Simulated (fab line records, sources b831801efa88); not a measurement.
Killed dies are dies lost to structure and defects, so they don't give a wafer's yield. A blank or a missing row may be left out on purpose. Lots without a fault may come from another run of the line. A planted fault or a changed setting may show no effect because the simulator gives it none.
Split-lot experiment | flow sfq_line | 5 lots, 23 wafers read, on a route of 325 steps

THE SPLIT
At SFQ_TRILAYER_I4_VIA_LITHO_COAT_103 (resist thk 650 nm), the setting spin_rpm was moved away from the recipe's 3000 rpm on 8 of the 23 wafers read, by -4.2% to -2.9%. The other wafers ran this setting at the recipe's value.

FROM THE SPLIT TO THE READING: what the file shows between them, 3 steps
- SFQ_TRILAYER_I4_VIA_LITHO_SOFTBAKE_107
- SFQ_TRILAYER_I4_VIA_LITHO_EXPOSE_104: exposes mask I4, target cd 700 nm
- SFQ_TRILAYER_I4_VIA_LITHO_DEVELOP_105: time 60 s

THE READING
KrF_of_TRILAYER_I4_VIA_LITHO_COAT_103.thk_nm (the simulator's own value, which no gauge read), in nm, at SFQ_TRILAYER_I4_VIA_BARC_OPEN_VIA_ETCH_146 (etches BARC in O2, target depth 125 nm, time 41.7 s). The file gives no usual value for it. The 15 wafers here that ran the recipe average 573.7 nm, standard deviation 1.7 nm.

wafer  | tool, chamber at the split | spin_rpm as run, rpm | against the recipe | KrF_of_TRILAYER_I4_VIA_LITHO_COAT_103.thk_nm, nm | against lot-mates on the recipe
L076.1 | litho_track-02, 0          | 3000                 | recipe             | 573.3                                            | -
L076.2 | litho_track-02, 0          | 2901                 | -3.3%              | 581.5                                            | +9.4
L076.3 | litho_track-02, 0          | 2901                 | -3.3%              | 584.7                                            | +12.6
L076.5 | litho_track-02, 0          | 2901                 | -3.3%              | 584.2                                            | +12.1
L076.6 | litho_track-02, 0          | 3000                 | recipe             | 571                                              | -
L077.1 | litho_track-03, 0          | 2875                 | -4.2%              | 588.1                                            | +14.0
L077.3 | litho_track-03, 0          | 2875                 | -4.2%              | 586.3                                            | +12.1
L077.4 | litho_track-03, 0          | 3000                 | recipe             | 575.5                                            | -
L077.5 | litho_track-03, 0          | 2875                 | -4.2%              | 588.2                                            | +14.1
L077.6 | litho_track-03, 0          | 3000                 | recipe             | 572.8                                            | -
L079.1 | litho_track-03, 0          | 3000                 | recipe             | 572.7                                            | -
L079.3 | litho_track-03, 0          | 3000                 | recipe             | 571.2                                            | -
L079.4 | litho_track-03, 0          | 3000                 | recipe             | 572.8                                            | -
L079.5 | litho_track-03, 0          | 3000                 | recipe             | 571.7                                            | -
L079.6 | litho_track-03, 0          | 3000                 | recipe             | 573.9                                            | -
L081.1 | litho_track-04, 0          | 3000                 | recipe             | 574.9                                            | -
L081.3 | litho_track-04, 0          | 3000                 | recipe             | 576.7                                            | -
L081.4 | litho_track-04, 0          | 3000                 | recipe             | 576.3                                            | -
L083.1 | litho_track-04, 0          | 3000                 | recipe             | 573.1                                            | -
L083.2 | litho_track-04, 0          | 2914                 | -2.9%              | 583.5                                            | +9.4
L083.3 | litho_track-04, 0          | 2914                 | -2.9%              | 582                                              | +7.9
L083.4 | litho_track-04, 0          | 3000                 | recipe             | 574.9                                            | -
L083.6 | litho_track-04, 0          | 3000                 | recipe             | 574.4                                            | -

THE FIT
A straight line over all 23 wafers: KrF_of_TRILAYER_I4_VIA_LITHO_COAT_103.thk_nm changes by -3.19 nm for each +1% of spin_rpm; r = -0.96; the points scatter about the line by 1.6 nm.
The same after taking each lot's own level away (the mean of its wafers on the recipe; 23 wafers): -3.25 nm for each +1%; r = -0.98; scatter 1.1 nm.
On that fit, the largest move of spin_rpm shifts the reading by 14 nm.
The lots' own levels span 572.15 to 575.97 nm, that is 2.3 times the standard deviation above.
So the lot-to-lot level changes the slope little: the two slopes agree.
Check: with one of the wafers moved furthest among these (-4.2%) left out of the fit, the line predicts +13.5 nm for it against its lot-mates. It came out at +14 nm against them.

OTHER SPLITS ON THESE WAFERS
These wafers also went through other splits before the reading. Each is held against what the fit with the lots' levels taken away leaves over:
other split on the same wafers               | wafers away from the commonest value | r with KrF_of_TRILAYER_I4_VIA_LITHO_COAT_103.thk_nm (lot level and that fit taken away)
SFQ_TRILAYER_M3_LITHO_COAT_080 spin_rpm      | 6                                    | +0.03
SFQ_TRILAYER_M3_LITHO_PEB_078 peb_temp_c     | 7                                    | +0.01
SFQ_TRILAYER_I3_VIA_LITHO_COAT_090 spin_rpm  | 9                                    | -0.04
SFQ_TRILAYER_I3_VIA_LITHO_PEB_088 peb_time_s | 11                                   | -0.08
SFQ_TRILAYER_M4_DEP_SPUTTER_091 time_s       | 7                                    | -0.07
SFQ_TRILAYER_M4_LITHO_EXPOSE_094 dose_mj     | 8                                    | -0.25
SFQ_TRILAYER_M4_ETCH_METAL_ETCH_096 bias_w   | 10                                   | -0.26

THE WHOLE CHAIN: every reading that the file lists as answering this split, in the file's order
step                                       | what it does                                        | reading                                                                                       | change (the file's fit)              | r (the file's)
SFQ_TRILAYER_I4_VIA_LITHO_COAT_103         | resist thk 650 nm                                   | KrF_of_TRILAYER_I4_VIA_LITHO_COAT_103.thk_nm (the simulator's own value, which no gauge read) | -3.3 nm for each +1% of the setting  | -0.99
SFQ_TRILAYER_I4_VIA_BARC_OPEN_VIA_ETCH_146 | etches BARC in O2, target depth 125 nm, time 41.7 s | KrF_of_TRILAYER_I4_VIA_LITHO_COAT_103.thk_nm (the simulator's own value, which no gauge read) | -3.23 nm for each +1% of the setting | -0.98

THE FILE'S OWN FIT
KrF_of_TRILAYER_I4_VIA_LITHO_COAT_103.thk_nm changes by -3.23 nm for each +1% of spin_rpm, r = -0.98.
